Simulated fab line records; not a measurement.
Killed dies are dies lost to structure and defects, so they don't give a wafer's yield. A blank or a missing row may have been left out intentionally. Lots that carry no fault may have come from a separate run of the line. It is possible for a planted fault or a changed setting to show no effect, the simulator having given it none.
Struck lot and sound lot, side by side ; flow sky130 ; 15 out of 708 route steps
Sound: wafers L869.1, L869.2, L869.5. Wafers L877.2, L877.4, L877.5 were the ones struck. At the end, the cause is stated.
Order at every step that has rows: each side's tool, ch and its chambers, its first start. Under that, the readings that differ: sound wafers ; struck wafers ; difference of the means ; sigmas: that difference in standard deviations of wafers without a fault.
alike: same words and numbers on both sides, and readings whose means sit less than 2 such deviations apart. not compared: any withheld reading, any reading some wafer has no value for, any bound like >300 that may hide the same value, and any number with overlapping values for which the record gives no deviation.
A row with sigmas, a row that says differs or no value, or rows on one side alone: a step with any of these is where the two part. Numbers that don't overlap but have no deviation are shown without sigmas and don't part them. A reading missing from all wafers of one side parts the sides only when that side holds two or more wafers.

first, 2 steps without rows for these wafers: SKY_METAL4_PEB_11; SKY_METAL4_DEVELOP_12 (develop time 60 s).
SKY_METAL4_CD_MEAS_13 targets a cd of 300 nm.
  struck on cdSem-02, day 45 05:35; sound on cdSem-02, day 43 18:14
reading;sound;struck;difference;sigmas
cdNm (nm);301.6 301.2 301.4;298.4 297.6 297.8;-3.5;-3
SKY_METAL4_OVL_MEAS_14:
  struck on overlay-01, day 45 05:41; sound on overlay-01, day 43 18:21
  alike: METAL4_OVL
SKY_METAL4_DESCUM_15: chemistry O2, time 8 s.
  sound on rieMetal-02 ch 0,1, day 43 18:23; struck on rieMetal-01 ch 0,1, day 45 05:43
  alike: chamberPressureMTorr, drypumpMotorCurrentA, oesProductAu, tempC
  not compared: rfHoursCounterH
SKY_METAL4_ETCH_16: etches BARC in N2/H2, stops on SiO2, time 88.2 s, target depth 60 nm.
  sound on rieMetal-02 ch 0,1, day 43 18:25; struck on rieMetal-01 ch 0,1, day 45 05:45
  alike: chamberPressureMTorr, drypumpMotorCurrentA, oesProductAu, throttleValvePct
  not compared: rfHoursCounterH
then, 1 step without rows for these wafers: SKY_METAL4_ETCH_17 (etches SiO2 in C4F8/O2/Ar, stops on TiN, time 3.78 s, target depth 15 nm).
SKY_METAL4_METAL_ETCH_18: etches the open film in Cl2/BCl3, stops on SiO2, target depth 845 nm, time 183.1 s.
  sound on rieMetal-01 ch 1, day 43 18:32; struck on rieMetal-02 ch 0,1, day 45 05:52
  alike: chamberPressureMTorr, drypumpMotorCurrentA, oesProductAu, throttleValvePct
  not compared: rfHoursCounterH
SKY_METAL4_STRIP_19: strips in O2/N2.
  sound on plasmaAsher-04 ch 0,1, day 43 18:53; struck on plasmaAsher-03 ch 0,1, day 45 06:03
  alike: chamberPressureMTorr, drypumpMotorCurrentA, oesProductAu, stripTimeToEndpointS
  not compared: rfHoursCounterH
then, 3 steps without rows for these wafers: SKY_METAL4_STRIP_20 (strips in post etch residue remover, time 1200 s); SKY_METAL4_CLEAN_21 (cleans in IPA, time 180 s); SKY_METAL4_CLEAN_22 (cleans in O3/DIW).
SKY_VIA4_HDPCVD_00: deposits SiO2, target thk 1750 nm, time 291.7 s.
  sound on hdpcvd-01 ch 1,2, day 43 20:04; struck on hdpcvd-02 ch 0,1, day 45 06:38
reading;sound;struck;difference;sigmas
runLengthS (s);318.6 320.2 320.3;385.1 383.7 384.0;+64.6;+99 or more
model.SiO2_of_VIA4_HDPCVD_00.thkNm (nm);1740 1752 1748;2135 2113 2135;+381;
SKY_VIA4_THK_MEAS_01:
  struck on filmMetro-02, day 45 06:50; sound on filmMetro-03, day 43 20:20
reading;sound;struck;difference;sigmas
VIA4_HDPCVD_THK (nm);1739 1752 1748;2134 2114 2135;+381;+22
SKY_VIA4_CMP_02: polishes SiO2.
  sound on cmp-02 ch 0,1,3, day 43 20:40; struck on cmp-01 ch 0,1,3, day 45 06:59
  alike: motorCurrentA

== WHERE THEY PART ==
Last at SKY_VIA4_THK_MEAS_01 as far as this record goes, first at SKY_METAL4_CD_MEAS_13. Later steps at which nothing parts them and some readings are alike: SKY_VIA4_CMP_02.

WHY: what the simulator had put in
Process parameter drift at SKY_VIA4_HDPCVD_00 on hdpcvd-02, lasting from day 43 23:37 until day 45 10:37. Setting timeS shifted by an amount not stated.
